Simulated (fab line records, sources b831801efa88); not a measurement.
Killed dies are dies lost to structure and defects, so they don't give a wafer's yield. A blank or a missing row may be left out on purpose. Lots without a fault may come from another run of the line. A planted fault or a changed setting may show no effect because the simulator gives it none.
One fault seen from 2 desks | flow gf180mcu | each desk has only its own numbers; what lay behind them comes last

THE TOOL OWNER'S DESK: rie_diel-04
The tool's own readings at GF_STI_ETCH_13 (etches the open film in CHF3/O2, stops on Si, target depth 282.31 nm, time 112.9 s): means of the sampled wafers that have a number, for each lot that ran on this tool. A lot is out of limits, marked OUT, if its mean lies more than 4 standard deviations from the usual mean; the brackets give that distance.
Columns: A = O2_flow_sccm at GF_STI_ETCH_13, usual 4.999 sccm; B = drypump_motor_current_A at GF_STI_ETCH_13, usual 5.5 A; C = oes_product_au at GF_STI_ETCH_13, usual 0.833 a.u.; D = throttle_valve_pct at GF_STI_ETCH_13, usual 8.810 %
lot  | first seen here | A     | B   | C     | D
L289 | day 2 06:37     | 4.999 | 5.5 | 0.840 | 8.809
L293 | day 3 04:27     | 4.999 | 5.6 | 0.839 | 8.815
L295 | day 3 13:21     | 4.994 | 5.5 | 0.847 | 8.813
L298 | day 4 05:28     | 5.010 | 5.5 | 0.849 | 8.815
This desk's finding: nothing out of limits on any of the 4 lots.

THE METROLOGY DESK
What the gauges read, lot by lot, whatever tool the lot ran on: means of the sampled wafers that have a number. A lot is out of limits, marked OUT, if its mean lies more than 4 standard deviations from the usual mean; the brackets give that distance.
Columns: A = STI_OXIDATION_02_THK at GF_STI_THK_MEAS_30, usual 10.01 nm; B = cd_nm at GF_V1_CD_MEAS_14, usual 259.9 nm
lot  | first seen here | A     | B
L289 | day 2 13:10     | 9.91  | 259.5
L290 | day 2 19:01     | 9.88  | 260.6
L291 | day 2 23:55     | 9.99  | 258.0
L293 | day 3 09:27     | 10.14 | 261.8
L295 | day 3 17:35     | 10.11 | 261.7
L298 | day 4 09:42     | 10.01 | 259.4
L299 | day 4 15:05     | 10.15 | 259.8
L305 | day 5 21:32     | 10.24 | 260.0
L306 | day 6 02:55     | 9.90  | 262.4
L308 | day 6 14:52     | 10.08 | 259.9
L310 | day 6 23:01     | 10.42 | 259.3
L311 | day 7 05:18     | 10.10 | 259.9
This desk's finding: nothing out of limits on any of the 12 lots.

PUT TOGETHER
The tool owner's desk saw nothing out of limits.
The metrology desk saw nothing out of limits.

WHAT THE SIMULATOR HAD PUT IN
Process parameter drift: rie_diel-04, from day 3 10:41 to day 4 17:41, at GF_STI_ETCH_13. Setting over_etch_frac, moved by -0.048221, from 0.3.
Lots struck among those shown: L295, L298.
